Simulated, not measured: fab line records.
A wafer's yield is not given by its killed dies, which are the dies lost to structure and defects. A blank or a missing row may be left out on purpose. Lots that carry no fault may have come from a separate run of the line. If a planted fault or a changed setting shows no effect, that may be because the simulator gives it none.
Struck lot and sound lot, side by side	flow gf180mcu	38 steps out of a route of 602
Sound: the wafers L876.1, L876.2, L876.6. The struck wafers were L887.1, L887.3, L887.4. Last of all comes the cause.
For every step that has rows: the tool of each side, followed by ch and its chambers, followed by its first start. Under that, the readings that differ: sound wafers	struck wafers	difference of the means	sigmas: that difference in standard deviations of wafers without a fault.
alike: words and numbers the same on both sides, and readings whose means are apart by under 2 such deviations; not compared: readings that were withheld, readings missing a value for some wafer, numbers with overlapping values and no deviation given by the record, and bounds like >300 which may hide the same value.
A row with sigmas, a row that says differs or no value, or rows on one side alone: a step with any of these is where the two part. Non-overlapping numbers with no deviation appear without sigmas and do not part them. Lack of a reading on every wafer of one side parts them only where that side has two or more wafers.

first, 1 step without rows for these wafers: GF_SALICIDE_WET_ETCH_01 (etches SiO2 in dHF, target depth 5 nm, time 100 s).
GF_SALICIDE_SPUTTER_02: material Co, target thk 10 nm, time 20 s.
  sound: pvd sputter-04 at day 17 00:46; struck: pvd sputter-02 at day 20 23:03
  alike: throttle valve pct
then, 1 step without rows for these wafers: GF_SALICIDE_SPUTTER_03 (material TiN, target thk 20 nm, time 16.7 s).
GF_SALICIDE_RS_MEAS_04: measures by four-point-probe.
  sound: film metro-03 at day 17 00:49; struck: film metro-02 at day 20 23:06
  alike: SALICIDE_TIN_RS
GF_SALICIDE_THK_MEAS_05: measures by xrf.
  sound: film metro-03 at day 17 00:56; struck: film metro-02 at day 20 23:13
reading	sound	struck	difference	sigmas
SALICIDE_TIN_THK (nm)	19.44 19.43 19.19	20.09 20.04 19.95	+0.67	+2
then, 2 steps without rows for these wafers: GF_SALICIDE_RTA_06 (time 30 s); GF_SALICIDE_WET_ETCH_07 (etches the open film in SPM, target depth 120 nm).
GF_SALICIDE_RTA_08: time 30 s.
  sound on rtp anneal-02 ch 0, day 17 01:11; struck on rtp anneal-01 ch 0, day 20 23:34
reading	sound	struck	difference	sigmas
lamp power pct (%)	17.5 17.5 17.5	22.4 22.4 22.4	+4.9	+2
  alike: wafer_temp_C_max
then, 1 step without rows for these wafers: GF_CONTACT_CVD_00 (deposits SiO2, target thk 300 nm, time 50 s).
GF_CONTACT_THK_MEAS_01:
  sound: film metro-01 at day 17 01:19; struck: film metro-03 at day 20 23:43
  alike: CONTACT_CVD_00_THK
then, 1 step without rows for these wafers: GF_CONTACT_CVD_02 (deposits SiO2 from TEOS, target thk 860 nm, time 95.992 s).
GF_CONTACT_THK_MEAS_03:
  sound: film metro-03 at day 17 01:27; struck: film metro-04 at day 20 23:50
  alike: CONTACT_CVD_02_THK
GF_CONTACT_CMP_04: polishes SiO2.
  sound on cmp-01 ch 0,1,3, day 17 01:34; struck on cmp-01 ch 0,2,3, day 20 23:57
reading	sound	struck	difference	sigmas
time to endpoint s (s)	112 123 116	128 139 140	+19	+4
model.SiO2_of_CONTACT_CVD_02.thk nm (nm)	558.2 560.7 561.3	504.4 505.6 504.9	-55.1	
  alike: head pressure psi, motor current A, platen rpm
GF_CONTACT_BOW_MEAS_05:
  sound: film metro-03 at day 17 01:49; struck: film metro-01 at day 21 00:12
  alike: CONTACT_BOW
then, 8 steps without rows for these wafers: GF_CONTACT_DEHYDRATE_06 (time 60 s); GF_CONTACT_HMDS_07 (prime time 60 s); GF_CONTACT_COAT_08; GF_CONTACT_COAT_09 (resist thk 1000 nm); GF_CONTACT_SOFTBAKE_10 (time 60 s); GF_CONTACT_EXPOSE_11 (exposes mask Contact, target cd 220 nm); GF_CONTACT_PEB_12 (peb time 90 s); GF_CONTACT_DEVELOP_13 (develop time 60 s).
GF_CONTACT_CD_MEAS_14: the cd target is 220 nm.
  sound: cd sem-02 at day 18 00:55; struck: cd sem-01 at day 21 23:34
  alike: cd nm
GF_CONTACT_OVL_MEAS_15:
  sound: overlay-02 at day 18 01:02; struck: overlay-01 at day 21 23:41
  alike: CONTACT_OVL
then, 1 step without rows for these wafers: GF_CONTACT_ETCH_16 (etches BARC in N2/H2).
GF_CONTACT_ETCH_17: etches SiO2 in C4F8/O2/Ar, stops on CoSi2, target depth 860 nm.
  sound: rie diel-03 ch 0,1,2; struck: rie diel-03 ch 0,1,3
reading	sound	struck	difference	sigmas
oes product au (a.u.)	0.814 0.813 0.814	0.788 0.787 0.781	-0.028	-7
model.CONTACT.feature depth nm (nm)	857.2 859.5 863.6	801.8 805.1 802.4	-57.0	
model.etch.depth nm (nm)	857.2 859.5 863.6	801.8 805.1 802.4	-57.0	
  alike: chamber pressure mTorr
then, 4 steps without rows for these wafers: GF_CONTACT_STRIP_18 (strips in O2/N2); GF_CONTACT_CLEAN_19 (cleans in SPM); GF_CONTACT_CLEAN_20 (cleans in DIW); GF_CONTACT_CLEAN_21 (cleans in dHF, time 20 s).
GF_CONTACT_SPUTTER_22: material Ti, target thk 15 nm, time 80.02 s.
  sound: pvd sputter-03 at day 18 01:32; struck: pvd sputter-02 at day 22 00:11
  alike: throttle valve pct
GF_CONTACT_SPUTTER_23: material TiN, target thk 10 nm, time 40 s.
  sound: pvd sputter-03 at day 18 01:36; struck: pvd sputter-02 at day 22 00:14
  alike: throttle valve pct
then, 1 step without rows for these wafers: GF_CONTACT_CVD_24 (deposits W, target thk 300 nm, time 90.339 s).
GF_CONTACT_RS_MEAS_25: measures by four-point-probe.
  sound: film metro-04 at day 18 01:44; struck: film metro-01 at day 22 00:23
  alike: CONTACT_W_RS
GF_CONTACT_THK_MEAS_26: measures by xrf.
  sound: film metro-04 at day 18 01:51; struck: film metro-01 at day 22 00:30
  alike: CONTACT_W_THK
GF_CONTACT_CMP_27: polishes, stops on SiO2, t overpolish 15 s, target thk 0 nm.
  sound on cmp-01 ch 0,1,2, day 18 01:58; struck on cmp-01 ch 0,2,3, day 22 00:34
reading	sound	struck	difference	sigmas
model.SiO2_of_CONTACT_CVD_02.thk nm (nm)	551.4 553.9 554.5	497.7 498.9 498.2	-55.0	
  alike: head pressure psi, motor current A, platen rpm
GF_M1_SPUTTER_00: material Ti, target thk 37.5 nm, time 150 s.
  sound: pvd sputter-03 at day 18 02:13; struck: pvd sputter-01 at day 22 00:52
  alike: throttle valve pct
next, for these wafers, 1 step has no rows: GF_PASSIVATION_PROBE_99.

== WHERE THEY PART ==
Last at GF_CONTACT_ETCH_17 as far as this record goes, first at GF_SALICIDE_THK_MEAS_05. Later steps at which nothing parts them and some readings are alike: GF_CONTACT_SPUTTER_22, GF_CONTACT_SPUTTER_23, GF_CONTACT_RS_MEAS_25, GF_CONTACT_THK_MEAS_26, GF_CONTACT_CMP_27, GF_M1_SPUTTER_00.

WHY: the cause the simulator had injected
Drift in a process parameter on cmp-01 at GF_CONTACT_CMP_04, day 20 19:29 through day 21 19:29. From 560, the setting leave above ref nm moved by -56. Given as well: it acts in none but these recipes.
